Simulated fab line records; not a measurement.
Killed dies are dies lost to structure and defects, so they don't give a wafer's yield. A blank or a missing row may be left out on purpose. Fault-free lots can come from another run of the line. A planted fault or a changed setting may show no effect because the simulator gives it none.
Which tool is to blame? :: flow sky130 :: 15 lots, 45 wafers sampled, at 4 steps of a route of 708

## WHAT THE GAUGES SHOWED, per wafer
SKY_FIELD_ISO_BOW_MEAS_00. Usual: INCOMING_BOW typically reads 0 um, with standard deviation 6.4.
lot: L286
measured: day 1 10:01
on: film metro-01
INCOMING_BOW (um): -7 1 -8
flag: 

lot: L287
measured: day 1 15:01
on: film metro-01
INCOMING_BOW (um): 3 -3 4
flag: 

lot: L289
measured: day 2 01:01
on: film metro-01
INCOMING_BOW (um): 3 -7 -4
flag: 

lot: L290
measured: day 2 06:00
on: film metro-04
INCOMING_BOW (um): -9 4 0
flag: 

lot: L291
measured: day 2 11:00
on: film metro-03
INCOMING_BOW (um): -3 -5 5
flag: 

lot: L297
measured: day 3 17:01
on: film metro-03
INCOMING_BOW (um): -10 4 6
flag: 

lot: L299
measured: day 4 03:04
on: film metro-03
INCOMING_BOW (um): 3 10 -6
flag: 

lot: L301
measured: day 4 13:01
on: film metro-04
INCOMING_BOW (um): 4 18 -9
flag: 

lot: L302
measured: day 4 18:00
on: film metro-04
INCOMING_BOW (um): -1 -9 3
flag: 

lot: L303
measured: day 4 23:01
on: film metro-04
INCOMING_BOW (um): 10 8 -1
flag: 

lot: L304
measured: day 5 04:04
on: film metro-04
INCOMING_BOW (um): -6 7 -6
flag: 

lot: L306
measured: day 5 14:04
on: film metro-03
INCOMING_BOW (um): 9 2 -8
flag: 

lot: L307
measured: day 5 19:00
on: film metro-04
INCOMING_BOW (um): -2 15 7
flag: 

lot: L308
measured: day 6 00:01
on: film metro-04
INCOMING_BOW (um): -11 -14 8
flag: 

lot: L309
measured: day 6 05:00
on: film metro-03
INCOMING_BOW (um): 1 7 -8
flag: 

SKY_NWELL_TW_MEAS_26. Usual: NWELL_2_TW typically reads 499, with standard deviation 4.
lot: L286
measured: day 5 05:25
on: film metro-02
NWELL_2_TW: 498 501 501
flag: 

lot: L287
measured: day 5 13:02
on: film metro-01
NWELL_2_TW: 501 502 499
flag: 

lot: L297
measured: day 8 08:10
on: film metro-02
NWELL_2_TW: 504 502 504
flag: 

lot: L299
measured: day 8 18:11
on: film metro-02
NWELL_2_TW: 502 501 503
flag: 

lot: L301
measured: day 9 07:28
on: film metro-04
NWELL_2_TW: 494 491 490
flag: 

lot: L302
measured: day 9 13:01
on: film metro-02
NWELL_2_TW: 500 502 501
flag: 

lot: L303
measured: day 9 16:19
on: film metro-01
NWELL_2_TW: 503 504 506
flag: 

lot: L304
measured: day 9 23:06
on: film metro-02
NWELL_2_TW: 501 503 501
flag: 

lot: L306
measured: day 10 16:15
on: film metro-02
NWELL_2_TW: 503 501 500
flag: 

lot: L307
measured: day 10 21:13
on: film metro-01
NWELL_2_TW: 498 498 501
flag: 

lot: L308
measured: day 11 01:08
on: film metro-02
NWELL_2_TW: 505 503 500
flag: 

lot: L309
measured: day 11 01:01
on: film metro-04
NWELL_2_TW: 497 494 497
flag: 

## WHICH TOOL RAN EACH LOT (tool, then ch and the chambers of the sampled wafers, then the start)
lot: L286
SKY_FIELD_ISO_WET_ETCH_30: wet bench-03 ch 0, day 2 11:09
SKY_NWELL_STRIP_25: plasma asher-03 ch 0,1, day 5 05:19

lot: L287
SKY_FIELD_ISO_WET_ETCH_30: wet bench-01 ch 3, day 2 17:29
SKY_NWELL_STRIP_25: plasma asher-03 ch 0, day 5 12:55

lot: L289
SKY_FIELD_ISO_WET_ETCH_30: wet bench-02 ch 2, day 3 02:02
SKY_NWELL_STRIP_25: -

lot: L290
SKY_FIELD_ISO_WET_ETCH_30: wet bench-01 ch 0, day 3 08:37
SKY_NWELL_STRIP_25: -

lot: L291
SKY_FIELD_ISO_WET_ETCH_30: wet bench-03 ch 2, day 3 14:07
SKY_NWELL_STRIP_25: -

lot: L297
SKY_FIELD_ISO_WET_ETCH_30: wet bench-03 ch 1, day 4 23:45
SKY_NWELL_STRIP_25: plasma asher-02 ch 0,1, day 8 08:04

lot: L299
SKY_FIELD_ISO_WET_ETCH_30: wet bench-02 ch 0, day 5 09:28
SKY_NWELL_STRIP_25: plasma asher-02 ch 0,1, day 8 18:05

lot: L301
SKY_FIELD_ISO_WET_ETCH_30: wet bench-01 ch 3, day 5 19:23
SKY_NWELL_STRIP_25: plasma asher-01 ch 0,1, day 9 07:22

lot: L302
SKY_FIELD_ISO_WET_ETCH_30: wet bench-01 ch 1, day 6 01:17
SKY_NWELL_STRIP_25: plasma asher-03 ch 0,1, day 9 12:55

lot: L303
SKY_FIELD_ISO_WET_ETCH_30: wet bench-01 ch 1, day 6 03:27
SKY_NWELL_STRIP_25: plasma asher-02 ch 0,1, day 9 16:13

lot: L304
SKY_FIELD_ISO_WET_ETCH_30: wet bench-01 ch 2, day 6 09:23
SKY_NWELL_STRIP_25: plasma asher-02 ch 0,1, day 9 23:00

lot: L306
SKY_FIELD_ISO_WET_ETCH_30: wet bench-02 ch 1, day 6 21:54
SKY_NWELL_STRIP_25: plasma asher-01 ch 0,1, day 10 16:09

lot: L307
SKY_FIELD_ISO_WET_ETCH_30: wet bench-03 ch 0, day 7 03:10
SKY_NWELL_STRIP_25: plasma asher-02 ch 0,1, day 10 21:07

lot: L308
SKY_FIELD_ISO_WET_ETCH_30: wet bench-03 ch 3, day 7 08:01
SKY_NWELL_STRIP_25: plasma asher-01 ch 0,1, day 11 01:01

lot: L309
SKY_FIELD_ISO_WET_ETCH_30: wet bench-03 ch 3, day 7 08:01
SKY_NWELL_STRIP_25: plasma asher-02 ch 0,1, day 11 00:55
- SKY_FIELD_ISO_WET_ETCH_30: etches SiO2 in dHF, target depth 25 nm, time 50 s.
- SKY_NWELL_STRIP_25: strips in O2/N2.

## WHAT THE TOOLS THEMSELVES READ (means of the sampled wafers that have a number; where no wafer has one, the mark that the record gives instead)
SKY_FIELD_ISO_WET_ETCH_30. Usual: bath heat duty pct 6.3 %, standard deviation 0.85; run length s 80 s, standard deviation 3.1.
lot: L286
tool: wet bench-03
bath heat duty pct (%): 6.0
run length s (s): 78
flag: 

lot: L287
tool: wet bench-01
bath heat duty pct (%): 6.3
run length s (s): 83
flag: 

lot: L289
tool: wet bench-02
bath heat duty pct (%): -
run length s (s): -
flag: OFF

lot: L290
tool: wet bench-01
bath heat duty pct (%): -
run length s (s): -
flag: OFF

lot: L291
tool: wet bench-03
bath heat duty pct (%): -
run length s (s): -
flag: OFF

lot: L297
tool: wet bench-03
bath heat duty pct (%): 7.1
run length s (s): 76
flag: 

lot: L299
tool: wet bench-02
bath heat duty pct (%): 6.8
run length s (s): 77
flag: 

lot: L301
tool: wet bench-01
bath heat duty pct (%): 6.4
run length s (s): 76
flag: 

lot: L302
tool: wet bench-01
bath heat duty pct (%): 7.7
run length s (s): 84
flag: 

lot: L303
tool: wet bench-01
bath heat duty pct (%): 7.6
run length s (s): 83
flag: 

lot: L304
tool: wet bench-01
bath heat duty pct (%): 5.6
run length s (s): 82
flag: 

lot: L306
tool: wet bench-02
bath heat duty pct (%): 5.2
run length s (s): 83
flag: 

lot: L307
tool: wet bench-03
bath heat duty pct (%): 5.8
run length s (s): 83
flag: 

lot: L308
tool: wet bench-03
bath heat duty pct (%): 5.8
run length s (s): 83
flag: 

lot: L309
tool: wet bench-03
bath heat duty pct (%): 5.4
run length s (s): 82
flag: 

SKY_NWELL_STRIP_25. Usual: drypump motor current A 5.83 A, standard deviation 0.27; oes product au 0.722 a.u., standard deviation 0.0041; strip time to endpoint s 36.90 s, standard deviation 0.12.
lot: L286
tool: plasma asher-03
drypump motor current A (A): 6.32
oes product au (a.u.): 0.726
strip time to endpoint s (s): 36.86
flag: 

lot: L287
tool: plasma asher-03
drypump motor current A (A): 6.44
oes product au (a.u.): 0.724
strip time to endpoint s (s): 36.92
flag: 

lot: L297
tool: plasma asher-02
drypump motor current A (A): 5.67
oes product au (a.u.): 0.718
strip time to endpoint s (s): 36.82
flag: 

lot: L299
tool: plasma asher-02
drypump motor current A (A): 5.67
oes product au (a.u.): 0.724
strip time to endpoint s (s): 37.04
flag: 

lot: L301
tool: plasma asher-01
drypump motor current A (A): 5.89
oes product au (a.u.): 0.723
strip time to endpoint s (s): 36.67
flag: 

lot: L302
tool: plasma asher-03
drypump motor current A (A): 6.27
oes product au (a.u.): 0.722
strip time to endpoint s (s): 36.71
flag: 

lot: L303
tool: plasma asher-02
drypump motor current A (A): 5.68
oes product au (a.u.): 0.724
strip time to endpoint s (s): 36.92
flag: 

lot: L304
tool: plasma asher-02
drypump motor current A (A): 5.67
oes product au (a.u.): 0.722
strip time to endpoint s (s): 37.03
flag: 

lot: L306
tool: plasma asher-01
drypump motor current A (A): 5.73
oes product au (a.u.): 0.722
strip time to endpoint s (s): 37.06
flag: 

lot: L307
tool: plasma asher-02
drypump motor current A (A): 5.64
oes product au (a.u.): 0.725
strip time to endpoint s (s): 36.84
flag: 

lot: L308
tool: plasma asher-01
drypump motor current A (A): 5.88
oes product au (a.u.): 0.724
strip time to endpoint s (s): 36.95
flag: 

lot: L309
tool: plasma asher-02
drypump motor current A (A): 5.69
oes product au (a.u.): 0.721
strip time to endpoint s (s): 36.90
flag: 

## THE ANSWER, worked out from the rows above alone
Rule: a lot is off if the mean of its wafers that have a number lies more than 3 standard deviations from the usual mean. Also off: a lot with no number at a reading for which 4 or more lots have one. Where the step has rows for the other lots, those lots are counted as sound. Order of review: gauges by route order, followed by the tools' own readings, for which a lot's mean as printed above is used. The first step at which some lot is off is used, and at that step the reading that is off furthest; a lot without a number counts as furthest.
Off: L289, L290, L291 (SKY_FIELD_ISO_WET_ETCH_30, bath heat duty pct). Without a number there: L289, L290, L291.
If a tool, at that step or one of the process steps before it, ran each lot that is off and ran no sound lot following the first of them, it fits. Of those tried, none fits.

## WHAT THE SIMULATOR PUT IN
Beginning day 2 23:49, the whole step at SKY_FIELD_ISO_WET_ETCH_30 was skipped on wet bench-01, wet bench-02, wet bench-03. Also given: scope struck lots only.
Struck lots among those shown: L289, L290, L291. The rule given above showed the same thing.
